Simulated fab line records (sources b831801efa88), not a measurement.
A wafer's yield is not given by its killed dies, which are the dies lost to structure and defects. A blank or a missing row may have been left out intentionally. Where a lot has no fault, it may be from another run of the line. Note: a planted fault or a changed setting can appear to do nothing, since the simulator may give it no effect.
fab line records ; flow sfq-line
record lots=6; wafers=18; last-day=96
route steps=325 shown L0V@17 M0@28 I0@43 M1@58 M8@325
lots untouched by any fault: they come from a run of this same line in which no faults occurred
start-h: start of the lot's first displayed wafer, in hours after the record's first day ; wait-h: time in hours since the lot's previous step ; " same as the row above ; L1.1+2: a row that stands for several wafers ; - no value, or no start given ; * or withheld: withheld ; < > ~ a bound
route shown NAME@n: names a module that has steps shown in the file, with the first one's number in the route ; usual: the fault-free wafers' mean and standard deviation ; same: alike in all rows ; chamber/n: place in a boat ; sites: per-site readings ; _std_site: their standard deviation ; _edge_site: mean of outer sites minus mean of inner sites ; radius-mm: how far each site lies from the wafer's centre ; mask NAME#n: copy n ; behind: the most recent tool/chamber to have shaped the wafer ; hold: why the lot was held/for how many hours/how that ended ; device: names the non-switching transistor (n, p or np) ; end of line: the same wafers' tests at the end of the route ; a step with no rows: only its recipe ; killed: dies that structure and defects cost at the first sort, which is not the same as the wafer's yield ; map: a wafer's dies, x killed, . not, _ none there
set.NAME: setting as actually run; set.NAME@STEP: the setting as run at that earlier step ; model.NAME: the simulator's own value behind a step, which no gauge read
lots at some steps of the route; a table a step, a row a wafer
services: when a tool's chamber went out of use (start-h, in hours from the record's first day, below 0 if earlier), for how many hours, and the reason
## steps
# step SFQ_TRILAYER_L0_VIA_LITHO_COAT_018
# recipe resist=BARC; spin-rpm=3000; resist-thk-nm=62
# step SFQ_TRILAYER_L0_VIA_LITHO_COAT_013
# recipe resist=KrF; spin-rpm=3000; resist-thk-nm=650
# step SFQ_TRILAYER_L0_VIA_LITHO_SOFTBAKE_017
# recipe temp-c=withheld; time-s=withheld; resist=KrF
# step SFQ_TRILAYER_L0_VIA_LITHO_EXPOSE_014
# recipe mask-id=L0V; na=0.6; source-shape=conventional; sigma-outer=0.65; target-cd-nm=700; dose-mj=21.3
# step SFQ_TRILAYER_L0_VIA_LITHO_PEB_016
# recipe peb-temp-c=115; peb-time-s=60; resist=KrF
# step SFQ_TRILAYER_L0_VIA_LITHO_DEVELOP_015
# recipe time-s=60; resist=KrF
# step SFQ_L0V_OVL_MEAS_903
# usual L0V_OVL=2/5.8
lot.wafer;tool;chamber;start-h;wait-h;L0V_OVL[nm]
L929.2;overlay-01;-;169.43;0.1;-4
L929.3;overlay-01;-;169.43;0.1;7
L929.4;overlay-01;-;169.43;0.1;4
L941.2;overlay-01;-;250.82;0.1;5
L941.3;overlay-01;-;250.82;0.1;12
L941.5;overlay-01;-;250.82;0.1;14
L943.1;overlay-01;-;261.62;0.1;0
L943.2;overlay-01;-;261.62;0.1;-1
L943.3;overlay-01;-;261.62;0.1;2
L944.2;overlay-02;-;268.82;0.1;5
L944.3;overlay-02;-;268.82;0.1;12
L944.6;overlay-02;-;268.82;0.1;2
L949.1;overlay-01;-;319.45;0.1;10
L949.2;overlay-01;-;319.45;0.1;4
L949.4;overlay-01;-;319.45;0.1;9
L952.1;overlay-01;-;335.17;0.1;7
L952.3;overlay-01;-;335.17;0.1;0
L952.4;overlay-01;-;335.17;0.1;6
# step SFQ_TRILAYER_L0_VIA_BARC_OPEN_VIA_ETCH_021
# recipe mask-material=PR; chemistry=O2; target-depth-nm=125; target=BARC; source-w=500; bias-w=80; pressure-mtorr=30; time-s=41.7
# usual drypump-motor-current-A=6.0/0.38; oes-product-au=0.685/0.0045
lot.wafer;tool;chamber;start-h;wait-h;drypump-motor-current-A;oes-product-au;rf-hours-counter-h
L929.2;rie-diel-02;2;169.46;0.0;6.2;0.692;32
L929.3;rie-diel-02;3;169.46;0.0;6.4;0.688;68
L929.4;rie-diel-02;0;169.46;0.0;6.1;0.679;-
L941.2;rie-diel-04;0;250.85;0.0;6.0;0.684;84
L941.3;rie-diel-04;1;250.85;0.0;5.3;0.686;40
L941.5;rie-diel-04;3;250.85;0.0;5.6;0.686;-
L943.1;rie-diel-04;0;261.65;0.0;6.0;0.683;84
L943.2;rie-diel-04;3;261.65;0.0;5.6;0.690;2
L943.3;rie-diel-04;2;261.65;0.0;6.2;0.686;88
L944.2;rie-diel-04;2;268.85;0.0;6.2;0.682;88
L944.3;rie-diel-04;0;268.85;0.0;6.0;0.679;84
L944.6;rie-diel-04;2;268.85;0.0;6.2;0.682;-
L949.1;rie-diel-03;0;319.48;0.0;6.4;0.691;11
L949.2;rie-diel-03;3;319.48;0.0;6.2;0.685;110
L949.4;rie-diel-03;3;319.48;0.0;6.2;0.685;-
L952.1;rie-diel-02;1;335.21;0.0;5.7;0.681;2
L952.3;rie-diel-02;3;335.21;0.0;6.4;0.687;72
L952.4;rie-diel-02;0;335.21;0.0;6.1;0.687;111
# step SFQ_TRILAYER_L0_VIA_ETCH_VIA_ETCH_016
# recipe target=SiO2; stop-on=MoNx_KI; mask-material=PR; chemistry=CHF3; target-depth-nm=80; source-w=500; bias-w=77.99; pressure-mtorr=30; time-s=withheld
# step SFQ_TRILAYER_L0_VIA_STRIP_STRIP_017
# recipe gas=O2; power-w=200; platen-temp-c=40; overash-fraction=0.65; chemistry=O2; pressure-mtorr=50
# step SFQ_TRILAYER_L0_VIA_STRIP_SOLV_CLEAN_018
# recipe chemistry=NMP; temp-c=70; time-s=600
# step SFQ_TRILAYER_M0_DEP_PRE_CLEAN_020
# recipe gas=Ar; time-s=15; bias-v=250
# step SFQ_TRILAYER_M0_DEP_SPUTTER_019
# recipe material=Nb; base-pressure-pa=1.33e-06; chamber-pressure-pa=0.1333; substrate-temp-c=20; resputter-cathode-voltage-v=400; target-thk-nm=200; power-w=2000; time-s=133.3
# usual cathode-dc-power-W=2000.0/0.34; throttle-valve-pct=29.8/1
lot.wafer;tool;chamber;start-h;wait-h;cathode-dc-power-W;throttle-valve-pct;model.Nb_of_TRILAYER_M0_DEP_SPUTTER_019.thk-nm
L929.2;pvd-sputter-03;-;170.35;0.0;1999.3;30.1;200.4
L929.3;pvd-sputter-03;-;170.35;0.0;2000.1;30.4;201.5
L929.4;pvd-sputter-03;-;170.35;0.0;2000.1;29.3;204
L941.2;pvd-sputter-06;-;251.74;0.0;2375.1;28.8;237.5
L941.3;pvd-sputter-06;-;251.74;0.0;2375.6;31.8;236.5
L941.5;pvd-sputter-06;-;251.74;0.0;2375.3;28.8;236.7
L943.1;pvd-sputter-06;-;263.14;0.0;2375.4;29.0;237.9
L943.2;pvd-sputter-06;-;263.14;0.0;2375.7;29.3;237.9
L943.3;pvd-sputter-06;-;263.14;0.0;2374.8;28.8;239.9
L944.2;pvd-sputter-03;-;270.34;0.0;2000.4;30.3;202.1
L944.3;pvd-sputter-03;-;270.34;0.0;2000.0;30.2;204.2
L944.6;pvd-sputter-03;-;270.34;0.0;1999.7;30.3;201.7
L949.1;pvd-sputter-05;-;320.37;0.0;1999.4;30.7;202.6
L949.2;pvd-sputter-05;-;320.37;0.0;1999.9;27.9;200.7
L949.4;pvd-sputter-05;-;320.37;0.0;1999.7;29.0;199.6
L952.1;pvd-sputter-06;-;336.10;0.0;2000.2;28.9;201.8
L952.3;pvd-sputter-06;-;336.10;0.0;1999.9;29.4;199.9
L952.4;pvd-sputter-06;-;336.10;0.0;2000.0;31.7;198.9
# step SFQ_M0_RS_MEAS_904
# recipe thk-meas-gauge=four-point-probe; reads=Nb_of_TRILAYER_M0_DEP_SPUTTER_019
# usual M0_NB_RS=0.887/0.0088
lot.wafer;tool;chamber;start-h;wait-h;M0_NB_RS[ohm/sq]
L929.2;film-metro-01;-;170.46;0.1;0.890
L929.3;film-metro-01;-;170.46;0.1;0.882
L929.4;film-metro-01;-;170.46;0.1;0.873
L941.2;film-metro-02;-;251.85;0.1;0.748
L941.3;film-metro-02;-;251.85;0.1;0.753
L941.5;film-metro-02;-;251.85;0.1;0.751
L943.1;film-metro-02;-;263.23;0.0;0.746
L943.2;film-metro-02;-;263.23;0.0;0.747
L943.3;film-metro-02;-;263.23;0.0;0.740
L944.2;film-metro-04;-;270.45;0.1;0.882
L944.3;film-metro-04;-;270.45;0.1;0.870
L944.6;film-metro-04;-;270.45;0.1;0.882
L949.1;film-metro-02;-;320.46;0.0;0.880
L949.2;film-metro-02;-;320.46;0.0;0.888
L949.4;film-metro-02;-;320.46;0.0;0.893
L952.1;film-metro-02;-;336.19;0.0;0.883
L952.3;film-metro-02;-;336.19;0.0;0.889
L952.4;film-metro-02;-;336.19;0.0;0.899
# step SFQ_TRILAYER_M0_LITHO_COAT_026
# recipe resist=BARC; spin-rpm=3000; resist-thk-nm=62
# step SFQ_TRILAYER_M0_LITHO_COAT_021
# recipe resist=KrF; spin-rpm=3000; resist-thk-nm=600
# step SFQ_TRILAYER_M0_LITHO_SOFTBAKE_025
# recipe temp-c=withheld; time-s=withheld; resist=KrF
# step SFQ_TRILAYER_M0_LITHO_EXPOSE_022
# recipe mask-id=M0; na=0.6; source-shape=conventional; sigma-outer=0.65; target-cd-nm=500; dose-mj=14.4
# step SFQ_TRILAYER_M0_LITHO_PEB_024
# recipe peb-temp-c=115; peb-time-s=60; resist=KrF
# step SFQ_TRILAYER_M0_LITHO_DEVELOP_023
# recipe time-s=60; resist=KrF
# step SFQ_M0_OVL_MEAS_906
# usual M0_OVL=3/6.3
lot.wafer;tool;chamber;start-h;wait-h;M0_OVL[nm]
L929.2;overlay-02;-;266.42;0.1;11
L929.3;overlay-02;-;266.42;0.1;5
L929.4;overlay-02;-;266.42;0.1;16
L941.2;overlay-01;-;373.58;0.1;-7
L941.3;overlay-01;-;373.58;0.1;-10
L941.5;overlay-01;-;373.58;0.1;-12
L943.1;overlay-02;-;386.90;0.1;0
L943.2;overlay-02;-;386.90;0.1;10
L943.3;overlay-02;-;386.90;0.1;3
L944.2;overlay-01;-;396.50;0.1;-2
L944.3;overlay-01;-;396.50;0.1;7
L944.6;overlay-01;-;396.50;0.1;-2
L949.1;overlay-02;-;460.22;0.1;0
L949.2;overlay-02;-;460.22;0.1;2
L949.4;overlay-02;-;460.22;0.1;5
L952.1;overlay-01;-;480.33;0.1;3
L952.3;overlay-01;-;480.33;0.1;5
L952.4;overlay-01;-;480.33;0.1;3
# step SFQ_TRILAYER_M0_BARC_OPEN_METAL_ETCH_031
# recipe mask-material=PR; chemistry=O2; target-depth-nm=125; target=BARC; icp-w=600; bias-w=80; pressure-mtorr=10; time-s=41.7
# step SFQ_TRILAYER_M0_ETCH_METAL_ETCH_024
# recipe target=Nb; stop-on=SiO2; mask-material=PR; chemistry=Cl2/Ar; target-depth-nm=240; icp-w=600; bias-w=80; pressure-mtorr=10; time-s=120
# usual drypump-motor-current-A=5.9/0.34; oes-product-au=0.896/0.007
lot.wafer;tool;chamber;start-h;wait-h;drypump-motor-current-A;oes-product-au;rf-hours-counter-h
L929.2;rie-metal-04;1;266.51;0.0;6.4;0.889;136
L929.3;rie-metal-04;1;266.51;0.0;6.4;0.898;-
L929.4;rie-metal-04;0;266.51;0.0;5.7;0.905;-
L941.2;rie-metal-02;0;373.67;0.0;5.5;0.987;178
L941.3;rie-metal-02;0;373.67;0.0;5.5;0.981;-
L941.5;rie-metal-02;0;373.67;0.0;5.4;0.987;-
L943.1;rie-metal-03;1;386.99;0.0;5.8;0.992;79
L943.2;rie-metal-03;0;386.99;0.0;6.3;0.985;150
L943.3;rie-metal-03;0;386.99;0.0;6.3;0.987;-
L944.2;rie-metal-03;1;396.59;0.0;5.8;0.895;80
L944.3;rie-metal-03;1;396.59;0.0;5.8;0.899;-
L944.6;rie-metal-03;1;396.59;0.0;5.8;0.892;-
L949.1;rie-metal-04;1;460.32;0.0;6.3;0.903;0
L949.2;rie-metal-04;0;460.32;0.0;5.7;0.902;37
L949.4;rie-metal-04;0;460.32;0.0;5.7;0.908;-
L952.1;rie-metal-04;0;480.43;0.0;5.7;0.895;40
L952.3;rie-metal-04;0;480.43;0.0;5.7;0.898;-
L952.4;rie-metal-04;1;480.43;0.0;6.3;0.888;-
# step SFQ_TRILAYER_M0_STRIP_STRIP_025
# recipe gas=O2; power-w=200; platen-temp-c=40; overash-fraction=0.65; chemistry=O2; pressure-mtorr=50
# usual drypump-motor-current-A=5.9/0.35; oes-product-au=0.997/0.0073
lot.wafer;tool;chamber;start-h;wait-h;drypump-motor-current-A;oes-product-au;rf-hours-counter-h
L929.2;rie-metal-04;1;266.64;0.1;6.4;0.999;136
L929.3;rie-metal-04;1;266.64;0.1;6.4;1.000;-
L929.4;rie-metal-04;0;266.64;0.1;5.7;0.996;-
L941.2;rie-metal-02;0;373.79;0.1;5.5;0.996;178
L941.3;rie-metal-02;0;373.79;0.1;5.4;0.999;-
L941.5;rie-metal-02;0;373.79;0.1;5.5;1.004;-
L943.1;rie-metal-03;1;387.12;0.1;5.8;1.002;79
L943.2;rie-metal-03;0;387.12;0.1;6.3;0.995;151
L943.3;rie-metal-03;0;387.12;0.1;6.3;0.994;-
L944.2;rie-metal-03;1;396.72;0.1;5.8;1.008;80
L944.3;rie-metal-03;1;396.72;0.1;5.8;1.001;-
L944.6;rie-metal-03;1;396.72;0.1;5.8;1.005;-
L949.1;rie-metal-04;1;460.44;0.1;6.4;0.985;1
L949.2;rie-metal-04;0;460.44;0.1;5.7;0.983;37
L949.4;rie-metal-04;0;460.44;0.1;5.7;0.987;-
L952.1;rie-metal-04;0;480.55;0.1;5.7;0.989;40
L952.3;rie-metal-04;0;480.55;0.1;5.7;0.988;-
L952.4;rie-metal-04;1;480.55;0.1;6.4;0.997;-
# step SFQ_TRILAYER_M0_STRIP_SOLV_CLEAN_026
# recipe chemistry=NMP; temp-c=70; time-s=600
# step SFQ_TRILAYER_I0_DEP_PECVD_027
# recipe material=SiO2; temp-c=150; time-s=111.11; pressure-torr=2.4; rf-w=183.3; precursor=SiH4/N2O; target-thk-nm=500
# usual heater-power-w=79/13; throttle-valve-pct=23.6/0.83
lot.wafer;tool;chamber;start-h;wait-h;heater-power-w;throttle-valve-pct
L929.2;pecvd-02;0;267.41;0.0;94;23.8
L929.3;pecvd-02;1;267.41;0.0;61;23.4
L929.4;pecvd-02;0;267.41;0.0;79;23.3
L941.2;pecvd-02;0;374.57;0.0;93;23.9
L941.3;pecvd-02;2;374.57;0.0;89;23.9
L941.5;pecvd-02;0;374.57;0.0;90;23.7
L943.1;pecvd-01;1;388.07;0.0;82;25.0
L943.2;pecvd-01;2;388.07;0.0;64;24.0
L943.3;pecvd-01;0;388.07;0.0;81;24.6
L944.2;pecvd-02;1;397.49;0.0;53;23.6
L944.3;pecvd-02;1;397.49;0.0;56;23.4
L944.6;pecvd-02;0;397.49;0.0;95;23.9
L949.1;pecvd-02;1;461.22;0.0;55;23.6
L949.2;pecvd-02;0;461.22;0.0;93;24.0
L949.4;pecvd-02;2;461.22;0.0;87;23.9
L952.1;pecvd-03;1;481.33;0.0;88;23.0
L952.3;pecvd-03;2;481.33;0.0;92;21.9
L952.4;pecvd-03;2;481.33;0.0;92;22.0
# step SFQ_TRILAYER_I0_CMP_CMP_028
# recipe material=SiO2; down-force-psi=3; platen-rpm=60; pad-velocity-m-s=0.94248
# step SFQ_I0_BOW_MEAS_907
# recipe mode=bow
# usual I0_BOW=1/7.6
lot.wafer;tool;chamber;start-h;wait-h;I0_BOW[um]
L929.2;film-metro-04;-;271.19;1.0;0
L929.3;film-metro-04;-;271.19;1.0;10
L929.4;film-metro-04;-;271.19;1.0;21
L941.2;film-metro-04;-;377.67;1.5;-1
L941.3;film-metro-04;-;377.67;1.5;9
L941.5;film-metro-04;-;377.67;1.5;-6
L943.1;film-metro-03;-;391.15;2.5;2
L943.2;film-metro-03;-;391.15;2.5;-4
L943.3;film-metro-03;-;391.15;2.5;-11
L944.2;film-metro-02;-;402.42;1.0;5
L944.3;film-metro-02;-;402.42;1.0;7
L944.6;film-metro-02;-;402.42;1.0;-1
L949.1;film-metro-04;-;464.30;1.0;-13
L949.2;film-metro-04;-;464.30;1.0;5
L949.4;film-metro-04;-;464.30;1.0;-6
L952.1;film-metro-04;-;485.00;1.5;5
L952.3;film-metro-04;-;485.00;1.5;15
L952.4;film-metro-04;-;485.00;1.5;-9
# step SFQ_TRILAYER_I0_METRO_MEASURE_029
# step SFQ_TRILAYER_I0_VIA_LITHO_COAT_036
# recipe resist=BARC; spin-rpm=3000; resist-thk-nm=62
# step SFQ_TRILAYER_I0_VIA_LITHO_COAT_031
# recipe resist=KrF; spin-rpm=3000; resist-thk-nm=650
# step SFQ_TRILAYER_I0_VIA_LITHO_SOFTBAKE_035
# recipe temp-c=withheld; time-s=withheld; resist=KrF
# step SFQ_TRILAYER_I0_VIA_LITHO_EXPOSE_032
# recipe mask-id=I0; na=0.6; source-shape=conventional; sigma-outer=0.65; target-cd-nm=500; dose-mj=21.6
# step SFQ_TRILAYER_I0_VIA_LITHO_PEB_034
# recipe peb-temp-c=115; peb-time-s=60; resist=KrF
# step SFQ_TRILAYER_I0_VIA_LITHO_DEVELOP_033
# recipe time-s=60; resist=KrF
# step SFQ_I0_OVL_MEAS_908
# usual I0_OVL=2/5.3
lot.wafer;tool;chamber;start-h;wait-h;I0_OVL[nm]
L929.2;overlay-02;-;400.10;0.1;-10
L929.3;overlay-02;-;400.10;0.1;-2
L929.4;overlay-02;-;400.10;0.1;-2
L941.2;overlay-01;-;529.93;0.1;7
L941.3;overlay-01;-;529.93;0.1;9
L941.5;overlay-01;-;529.93;0.1;12
L943.1;overlay-02;-;544.33;0.1;-2
L943.2;overlay-02;-;544.33;0.1;1
L943.3;overlay-02;-;544.33;0.1;-3
L944.2;overlay-02;-;545.53;0.1;12
L944.3;overlay-02;-;545.53;0.1;10
L944.6;overlay-02;-;545.53;0.1;10
L949.1;overlay-01;-;622.41;0.1;-1
L949.2;overlay-01;-;622.41;0.1;-6
L949.4;overlay-01;-;622.41;0.1;-7
L952.1;overlay-02;-;642.81;0.1;4
L952.3;overlay-02;-;642.81;0.1;4
L952.4;overlay-02;-;642.81;0.1;9
# step SFQ_TRILAYER_I0_VIA_BARC_OPEN_VIA_ETCH_046
# recipe mask-material=PR; chemistry=O2; target-depth-nm=125; target=BARC; source-w=500; bias-w=80; pressure-mtorr=30; time-s=41.7
# usual drypump-motor-current-A=5.9/0.41; oes-product-au=0.686/0.0044
lot.wafer;tool;chamber;start-h;wait-h;drypump-motor-current-A;oes-product-au;rf-hours-counter-h
L929.2;rie-diel-01;2;400.13;0.0;6.2;0.682;48
L929.3;rie-diel-01;3;400.13;0.0;5.3;0.686;113
L929.4;rie-diel-01;0;400.13;0.0;5.4;0.681;84
L941.2;rie-diel-01;3;529.96;0.0;5.3;0.676;1
L941.3;rie-diel-01;2;529.96;0.0;6.2;0.691;50
L941.5;rie-diel-01;1;529.96;0.0;6.0;0.688;-
L943.1;rie-diel-03;1;544.36;0.0;5.5;0.688;84
L943.2;rie-diel-03;2;544.36;0.0;6.5;0.688;33
L943.3;rie-diel-03;0;544.36;0.0;6.4;0.686;13
L944.2;rie-diel-04;3;545.56;0.0;5.6;0.688;5
L944.3;rie-diel-04;0;545.56;0.0;6.0;0.687;87
L944.6;rie-diel-04;1;545.56;0.0;5.3;0.691;-
L949.1;rie-diel-04;1;622.44;0.0;5.3;0.684;44
L949.2;rie-diel-04;2;622.44;0.0;6.2;0.683;1
L949.4;rie-diel-04;0;622.44;0.0;6.0;0.688;0
L952.1;rie-diel-03;0;642.84;0.0;6.4;0.692;15
L952.3;rie-diel-03;2;642.84;0.0;6.5;0.684;35
L952.4;rie-diel-03;1;642.84;0.0;5.5;0.682;1
# step SFQ_TRILAYER_I0_VIA_ETCH_VIA_ETCH_034
# recipe target=SiO2; stop-on=Nb; mask-material=PR; taper-deg=20; chemistry=CHF3; target-depth-nm=260; source-w=500; bias-w=80; pressure-mtorr=30; time-s=withheld
# step SFQ_TRILAYER_I0_VIA_STRIP_STRIP_035
# recipe gas=O2; power-w=200; platen-temp-c=40; overash-fraction=0.65; chemistry=O2; pressure-mtorr=50
# usual drypump-motor-current-A=5.85/0.24; oes-product-au=1.000/0.0087
lot.wafer;tool;chamber;start-h;wait-h;drypump-motor-current-A;oes-product-au;rf-hours-counter-h
L929.2;rie-metal-02;1;400.49;-;5.97;0.996;-
L929.3;rie-metal-02;1;400.49;-;5.99;0.997;-
L929.4;rie-metal-02;1;400.49;-;6.00;1.015;-
L941.2;rie-metal-03;0;530.11;-;6.32;1.001;7
L941.3;rie-metal-03;1;530.11;-;5.81;0.997;-
L941.5;rie-metal-03;1;530.11;-;5.83;0.999;-
L943.1;rie-metal-02;0;544.51;-;5.47;1.005;15
L943.2;rie-metal-02;1;544.51;-;5.99;0.993;133
L943.3;rie-metal-02;1;544.51;-;5.98;0.998;-
L944.2;rie-metal-01;0;545.71;-;5.65;1.003;142
L944.3;rie-metal-01;1;545.71;-;5.90;1.008;-
L944.6;rie-metal-01;0;545.71;-;5.68;1.005;-
L949.1;rie-metal-03;1;622.60;-;5.79;0.994;108
L949.2;rie-metal-03;0;622.60;-;6.33;0.985;18
L949.4;rie-metal-03;0;622.60;-;6.34;0.990;-
L952.1;rie-metal-03;0;643.00;-;6.34;0.997;20
L952.3;rie-metal-03;0;643.00;-;6.35;0.980;-
L952.4;rie-metal-03;1;643.00;-;5.80;0.987;-
# step SFQ_TRILAYER_I0_VIA_STRIP_SOLV_CLEAN_036
# recipe chemistry=NMP; temp-c=70; time-s=600
# step SFQ_TRILAYER_M1_DEP_PRE_CLEAN_038
# recipe gas=Ar; time-s=22.5; bias-v=250
# step SFQ_M8_BOW_MEAS_951
# recipe mode=bow
# usual M8_BOW=10/11
lot.wafer;tool;chamber;start-h;wait-h;M8_BOW[um];model.etest.m0.ohm-um;model.etest.m0.ohm-sq;model.etest.i0.link-ohm
L929.2;film-metro-04;-;2045.38;0.0;7;1.784;0.8888;1.962
L929.3;film-metro-04;-;2045.38;0.0;16;1.767;0.8839;1.961
L929.4;film-metro-04;-;2045.38;0.0;27;1.745;0.8732;1.941
L941.2;film-metro-04;-;2139.81;0.0;-5;1.502;0.7498;1.837
L941.3;film-metro-04;-;2139.81;0.0;4;1.51;0.7531;1.82
L941.5;film-metro-04;-;2139.81;0.0;-11;1.507;0.7524;1.824
L944.2;film-metro-04;-;2152.75;0.0;9;1.759;0.8813;1.958
L944.3;film-metro-04;-;2152.75;0.0;11;1.742;0.8721;1.935
L944.6;film-metro-04;-;2152.75;0.0;3;1.768;0.8832;1.945
L943.1;film-metro-03;-;2233.88;0.0;-4;1.492;0.7486;1.835
L943.2;film-metro-03;-;2233.88;0.0;-10;1.49;0.7486;1.826
L943.3;film-metro-03;-;2233.88;0.0;-17;1.479;0.7424;1.83
L949.1;film-metro-03;-;2251.51;0.0;0;1.76;0.8789;1.955
L949.2;film-metro-03;-;2251.51;0.0;18;1.774;0.8875;1.955
L949.4;film-metro-03;-;2251.51;0.0;7;1.784;0.8922;1.963
L952.1;film-metro-03;-;2296.14;0.0;7;1.771;0.8824;1.968
L952.3;film-metro-03;-;2296.14;0.0;16;1.783;0.8909;1.979
L952.4;film-metro-03;-;2296.14;0.0;-7;1.794;0.8956;1.985
## services
tool;chamber;start-h;hours;kind
pecvd-02;-;146.13;1.6;repair
pecvd-02;0;166.75;2.8;repair
rie-metal-04;1;176.91;3.1;repair
rie-metal-04;-;183.32;76.1;repair
rie-diel-04;-;214.95;0.7;repair
rie-metal-02;-;261.70;2.8;pm
rie-metal-04;-;262.11;0.1;repair
rie-metal-02;0;274.83;7.9;repair
rie-metal-04;-;286.44;1.4;pm
rie-diel-04;-;292.26;0.7;repair
rie-diel-04;0;329.56;18.4;repair
rie-metal-03;1;330.77;1.0;repair
rie-metal-04;0;336.73;6.2;repair
rie-metal-03;1;338.88;2.1;repair
rie-metal-02;1;339.23;21.3;repair
pecvd-02;-;360.19;1.4;repair
pecvd-02;2;395.67;26.2;repair
rie-metal-04;0;403.94;4.1;repair
rie-metal-02;0;443.30;3.7;repair
rie-metal-02;-;473.65;1.1;repair
rie-diel-04;2;478.90;6.0;repair
rie-metal-03;-;499.13;1.2;repair
rie-metal-04;0;508.99;12.4;repair
rie-diel-04;-;518.00;2.8;pm
## key
first-sign step=SFQ_TRILAYER_M0_DEP_SPUTTER_019; reading=cathode-dc-power-W; direction=up; sigmas=99+; usual=2000.0; struck=2375.3
effect step=SFQ_M0_RS_MEAS_904; reading=M0_NB_RS; direction=down; sigmas=16; usual=0.887; struck=0.748
effect step=SFQ_TRILAYER_M0_ETCH_METAL_ETCH_024; reading=oes-product-au; direction=up; sigmas=13; usual=0.896; struck=0.986
model-effect step=SFQ_TRILAYER_M0_DEP_SPUTTER_019; value=Nb_of_TRILAYER_M0_DEP_SPUTTER_019.thk-nm; without=200.2; struck=237.7
model-effect step=SFQ_M8_BOW_MEAS_951; value=etest.m0.ohm-um; without=1.777; struck=1.497
met-at SFQ_TRILAYER_M0_DEP_SPUTTER_019
struck-wafers L941.2,L941.3,L941.5,L943.1,L943.2,L943.3
fault kind=process-parameter-drift; tool=pvd-sputter-06; chamber=-; onset-h=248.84; steps=SFQ_TRILAYER_M0_DEP_SPUTTER_019; channel=power-w; offset=375.5; shape=step; end-h=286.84; acts-in=these-recipes-only; stated=2000
